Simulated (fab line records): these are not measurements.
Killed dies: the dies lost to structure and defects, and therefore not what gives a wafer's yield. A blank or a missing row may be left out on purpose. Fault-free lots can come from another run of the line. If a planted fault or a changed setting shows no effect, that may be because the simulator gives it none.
fab line records | flow sky130
record: lots: 12 wafers: 36 last_day: 50
route steps=708 shown SONOS_ONO@168 LDD_HVN@277 SPACER@306 SD_P@331
lots untouched by any fault: they come from a run of this same line in which no faults occurred
start_h: the number of hours between the record's first day and the start of the first shown wafer of the lot | wait_h: how many hours have passed since the lot's step before this one | " as in the row above | L1.1+2: one row covering several wafers at once | - no value, or no start given | * or withheld: withheld | < > ~ a bound
route shown NAME@n: a module of which the file shows steps, and the number in the route of the first | usual: mean/standard deviation of fault-free wafers | same: alike in all rows | chamber/n: place in a boat | sites: readings site by site | _std_site: standard deviation across them | _edge_site: outer sites' mean less inner sites' | radius_mm: for every site, how far away it sits from the centre of the wafer | mask NAME#n: copy n | behind: the last tool/chamber to shape the wafer | hold: why the lot went on hold/how many hours it stayed there/how the hold came to an end | device: whichever transistor did not switch (one of n, p or np) | end of line: tests run on the same wafers once the route is complete | for a step that has no rows: nothing shown but its recipe | killed: at the first sort, the dies lost to defects and structure; wafer yield is something else | map: shows each die of a wafer: x if killed, . if not, _ if none is there
set.NAME: the setting that was run; set.NAME@STEP: the one run at that earlier step | model.NAME: the simulator's own value behind a step, which no gauge read
one table for each step of the route and one row for each wafer, over a sample of lots
services: the hour from which a tool's chamber was out of use, counted from the record's first day as start_h (under 0 if before that day), plus the number of hours and why
== steps ==
step: SKY_SONOS_ONO_OXIDATION_00
recipe: temp_c: 800 ambient: O2 idle_temp_c: 700 ramp_up_c_per_min: 10 ramp_down_c_per_min: 3 stabilise_s: 600 purge_s: 300 target_thk_a: 26 ox_time_s: 1230
usual: zone_power_lower_pct: 14.1/0.48 zone_power_top_pct: 29/5.3
columns lot.wafer tool chamber start_h wait_h zone_power_lower_pct zone_power_top_pct
L603.2 furnace-01 0 249.89 1.4 14.4 24
L603.3 " 0 " " 14.4 24
L603.6 " 0 " " 14.6 24
L604.1 furnace-01 0 258.33 1.8 14.5 24
L604.3 " 0 " " 14.5 24
L604.4 " 0 " " 14.7 24
L605.1 furnace-02 0 264.91 0.0 14.0 35
L605.2 " 0 " " 13.5 35
L605.5 " 0 " " 13.7 35
L607.1 furnace-01 0 298.45 0.0 14.5 24
L607.2 " 0 " " 14.6 24
L607.5 " 0 " " 14.5 25
L610.1 furnace-01 0 303.61 0.0 14.4 24
L610.2 " 0 " " 14.6 24
L610.4 " 0 " " 14.5 24
L611.1 furnace-01 0 312.81 1.4 14.5 24
L611.2 " 0 " " 14.7 24
L611.5 " 0 " " 14.2 24
L616.2 furnace-02 0 351.80 0.2 13.6 35
L616.5 " 0 " " 13.9 35
L616.6 " 0 " " 13.4 35
L619.2 furnace-02 0 381.52 1.6 13.4 36
L619.4 " 0 " " 13.4 35
L619.6 " 0 " " 13.5 36
L620.1 furnace-02 0 387.18 0.1 13.8 35
L620.3 " 0 " " 13.6 35
L620.5 " 0 " " 13.6 35
L621.2 furnace-01 0 389.89 0.4 14.4 24
L621.4 " 0 " " 14.5 24
L621.5 " 0 " " 14.6 25
L622.1 furnace-01 0 403.78 1.5 14.4 24
L622.2 " 0 " " 14.7 24
L622.3 " 0 " " 14.4 24
L625.1 furnace-01 0 421.40 1.2 14.4 24
L625.3 " 0 " " 14.7 24
L625.5 " 0 " " 14.6 25
step: SKY_SONOS_ONO_THK_MEAS_01
recipe: reads: SiO2_of_SONOS_ONO_OXIDATION_00
usual: SONOS_ONO_OXIDATION_THK: 2.58/0.052
columns lot.wafer tool chamber start_h wait_h SONOS_ONO_OXIDATION_THK[nm]
L603.2 film_metro-01 - 251.25 0.0 2.58
L603.3 " - " " 2.56
L603.6 " - " " 2.54
L604.1 film_metro-01 - 259.68 0.0 2.69
L604.3 " - " " 2.68
L604.4 " - " " 2.64
L605.1 film_metro-03 - 266.26 0.0 2.61
L605.2 " - " " 2.59
L605.5 " - " " 2.59
L607.1 film_metro-03 - 299.80 0.0 2.59
L607.2 " - " " 2.64
L607.5 " - " " 2.64
L610.1 film_metro-01 - 305.05 0.1 2.83
L610.2 " - " " 2.84
L610.4 " - " " 2.87
L611.1 film_metro-01 - 314.15 0.0 2.92
L611.2 " - " " 2.88
L611.5 " - " " 2.81
L616.2 film_metro-01 - 353.16 0.0 2.61
L616.5 " - " " 2.56
L616.6 " - " " 2.64
L619.2 film_metro-03 - 382.88 0.0 2.56
L619.4 " - " " 2.56
L619.6 " - " " 2.57
L620.1 film_metro-03 - 388.52 0.0 2.65
L620.3 " - " " 2.60
L620.5 " - " " 2.70
L621.2 film_metro-01 - 391.25 0.0 2.55
L621.4 " - " " 2.65
L621.5 " - " " 2.62
L622.1 film_metro-01 - 405.13 0.0 2.59
L622.2 " - " " 2.59
L622.3 " - " " 2.58
L625.1 film_metro-02 - 422.75 0.0 2.55
L625.3 " - " " 2.53
L625.5 " - " " 2.55
step: SKY_LDD_HVN_TW_MEAS_10
usual: LDD_HVN_TW: 1433/9.4
columns lot.wafer tool chamber start_h wait_h LDD_HVN_TW
L603.2 film_metro-01 - 460.75 0.1 1425
L603.3 " - " " 1425
L603.6 " - " " 1433
L604.1 film_metro-01 - 464.65 0.1 1424
L604.3 " - " " 1423
L604.4 " - " " 1425
L605.1 film_metro-03 - 467.12 0.1 1459
L605.2 " - " " 1457
L605.5 " - " " 1451
L607.1 film_metro-04 - 512.39 0.1 1439
L607.2 " - " " 1439
L607.5 " - " " 1440
L611.1 film_metro-04 - 581.75 0.1 1428
L611.2 " - " " 1425
L611.5 " - " " 1425
L610.1 film_metro-04 - 583.24 0.1 1427
L610.2 " - " " 1429
L610.4 " - " " 1429
L616.2 film_metro-01 - 584.28 0.1 1429
L616.5 " - " " 1429
L616.6 " - " " 1434
L619.2 film_metro-01 - 603.93 0.1 1433
L619.4 " - " " 1429
L619.6 " - " " 1432
L620.1 film_metro-01 - 609.20 0.1 1421
L620.3 " - " " 1437
L620.5 " - " " 1429
L621.2 film_metro-03 - 612.41 0.1 1426
L621.4 " - " " 1424
L621.5 " - " " 1418
L622.1 film_metro-04 - 624.34 0.1 1429
L622.2 " - " " 1422
L622.3 " - " " 1430
L625.1 film_metro-01 - 673.59 0.1 1424
L625.3 " - " " 1430
L625.5 " - " " 1430
step: SKY_SPACER_ETCHBACK_02
recipe: chemistry: CH3F/O2 target: Si3N4 stop_on: SiO2 source_w: 400 bias_w: 80 pressure_mtorr: 25 ch3f_flow_sccm: 40 O2_flow_sccm: 30 time_s: 46.7 target_depth_a: 450
usual: O2_flow_sccm: 29.99/0.089 drypump_motor_current_A: 5.6/0.53 oes_product_au: 0.855/0.0064 throttle_valve_pct: 10.562/0.0093
columns lot.wafer tool chamber start_h wait_h O2_flow_sccm drypump_motor_current_A oes_product_au rf_hours_counter_h throttle_valve_pct
L603.2 rie_diel-02 1 526.03 0.0 29.94 5.5 0.853 5 10.570
L603.3 " 0 " " 30.06 6.6 0.845 3 10.558
L603.6 " 3 " " 29.94 5.8 0.838 - 10.556
L604.1 rie_diel-01 2 528.20 0.1 30.08 5.8 0.860 3 10.570
L604.3 " 0 " " 29.97 5.5 0.862 1 10.562
L604.4 " 3 " " 30.01 5.3 0.864 4 10.573
L605.1 rie_diel-04 1 531.40 0.1 29.91 5.6 0.850 1 10.566
L605.2 " 0 " " 29.97 4.9 0.862 11 10.587
L605.5 " 0 " " 29.90 4.9 0.850 - 10.550
L607.1 rie_diel-04 3 574.55 0.1 29.92 5.3 0.855 9 10.564
L607.2 " 2 " " 29.96 6.4 0.861 9 10.562
L607.5 " 2 " " 30.07 6.4 0.854 - 10.577
L611.1 rie_diel-02 1 642.93 0.1 30.06 5.5 0.856 7 10.569
L611.2 " 2 " " 30.06 4.8 0.866 11 10.571
L611.5 " 3 " " 30.06 5.8 0.858 - 10.550
L610.1 rie_diel-01 0 645.49 0.1 30.09 5.5 0.849 3 10.558
L610.2 " 3 " " 30.04 5.3 0.856 6 10.573
L610.4 " 1 " " 30.05 5.7 0.850 13 10.552
L616.2 rie_diel-01 0 645.55 0.0 29.88 5.5 0.846 3 10.574
L616.5 " 0 " " 29.84 5.5 0.850 - 10.575
L616.6 " 1 " " 30.02 5.7 0.867 - 10.565
L619.2 rie_diel-02 0 665.34 0.0 30.10 6.6 0.846 6 10.576
L619.4 " 1 " " 29.90 5.5 0.854 8 10.548
L619.6 " 3 " " 30.07 5.8 0.854 - 10.563
L620.1 rie_diel-02 0 667.53 0.1 29.92 6.6 0.849 6 10.543
L620.3 " 3 " " 30.10 5.8 0.844 11 10.560
L620.5 " 2 " " 30.05 4.8 0.861 - 10.546
L621.2 rie_diel-02 2 671.08 0.0 29.97 4.8 0.853 12 10.573
L621.4 " 0 " " 30.06 6.5 0.846 6 10.583
L621.5 " 1 " " 30.19 5.5 0.851 - 10.555
L622.1 rie_diel-01 0 684.12 0.1 29.89 5.5 0.848 4 10.570
L622.2 " 2 " " 30.07 5.8 0.850 6 10.551
L622.3 " 1 " " 29.89 5.7 0.852 14 10.548
L625.1 rie_diel-04 1 731.49 0.1 29.97 5.6 0.866 5 10.566
L625.3 " 2 " " 30.22 6.3 0.856 13 10.557
L625.5 " 0 " " 30.04 4.8 0.859 - 10.571
step: SKY_SD_P_TW_MEAS_11
usual: SD_P_TW: 2825/18
columns lot.wafer tool chamber start_h wait_h SD_P_TW
L603.2 film_metro-03 - 585.67 0.1 2847
L603.3 " - " " 2840
L603.6 " - " " 2840
L604.1 film_metro-04 - 588.17 0.1 2818
L604.3 " - " " 2802
L604.4 " - " " 2823
L605.1 film_metro-03 - 591.26 0.1 2836
L605.2 " - " " 2835
L605.5 " - " " 2829
L607.1 film_metro-01 - 633.37 0.1 2807
L607.2 " - " " 2812
L607.5 " - " " 2802
L611.1 film_metro-04 - 699.37 0.1 2834
L611.2 " - " " 2841
L611.5 " - " " 2839
L610.1 film_metro-03 - 702.12 0.1 2837
L610.2 " - " " 2842
L610.4 " - " " 2846
L616.2 film_metro-03 - 702.55 0.1 2838
L616.5 " - " " 2854
L616.6 " - " " 2848
L619.2 film_metro-01 - 720.47 0.1 2807
L619.4 " - " " 2817
L619.6 " - " " 2834
L620.1 film_metro-03 - 721.72 0.1 2816
L620.3 " - " " 2826
L620.5 " - " " 2817
L621.2 film_metro-01 - 727.40 0.1 2811
L621.4 " - " " 2833
L621.5 " - " " 2823
L622.1 film_metro-04 - 739.96 0.1 2825
L622.2 " - " " 2826
L622.3 " - " " 2832
L625.1 film_metro-03 - 785.67 0.1 2806
L625.3 " - " " 2827
L625.5 " - " " 2817
== services ==
columns tool chamber start_h hours kind
furnace-01 - 227.86 3.9 pm
rie_diel-02 3 228.27 6.7 repair
rie_diel-02 2 264.19 19.3 repair
rie_diel-02 0 296.90 9.3 repair
rie_diel-04 3 309.76 6.8 repair
rie_diel-04 2 317.65 4.7 repair
rie_diel-04 2 332.55 6.4 repair
furnace-02 - 362.90 3.1 pm
rie_diel-01 3 377.78 2.5 repair
furnace-01 - 395.08 3.4 pm
rie_diel-01 2 448.22 1.7 repair
rie_diel-02 0 468.96 36.3 repair
furnace-02 - 484.23 3.7 pm
furnace-02 - 530.35 2.4 pm
rie_diel-01 2 532.56 8.0 repair
furnace-01 - 563.31 4.7 pm
furnace-01 - 647.55 2.1 pm
rie_diel-02 0 654.50 2.7 repair
rie_diel-01 3 656.91 1.6 repair
furnace-01 - 666.28 3.5 pm
furnace-02 - 698.35 3.4 pm
rie_diel-02 1 715.12 1.6 repair
rie_diel-02 1 720.66 4.8 repair
furnace-01 - 730.45 2.8 pm
== key ==
first_sign: step: SKY_SONOS_ONO_THK_MEAS_01 reading: SONOS_ONO_OXIDATION_THK direction: up sigmas: 5.4 usual: 2.58 struck: 2.86
effect none on later readings
met_at SKY_SONOS_ONO_OXIDATION_00
struck_lots L610,L611
tester_left_out L610,L611
not_acting_at SKY_LDD_HVN_TW_MEAS_10,SKY_SPACER_ETCHBACK_02,SKY_SD_P_TW_MEAS_11
onset_between 298.45 303.61
fault: kind: process_parameter_drift tool: furnace-01 chamber: - onset_h: 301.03 steps: SKY_SONOS_ONO_OXIDATION_00 channel: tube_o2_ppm offset: 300 shape: step end_h: 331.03
tester_left_out: of these lots the tester's yield and bins aren't shown, on N5 and GAA mostly nor the transistor test; their killed dies are dies lost to structure and defects alone, not to doping, threshold or leakage, so they don't give the yield
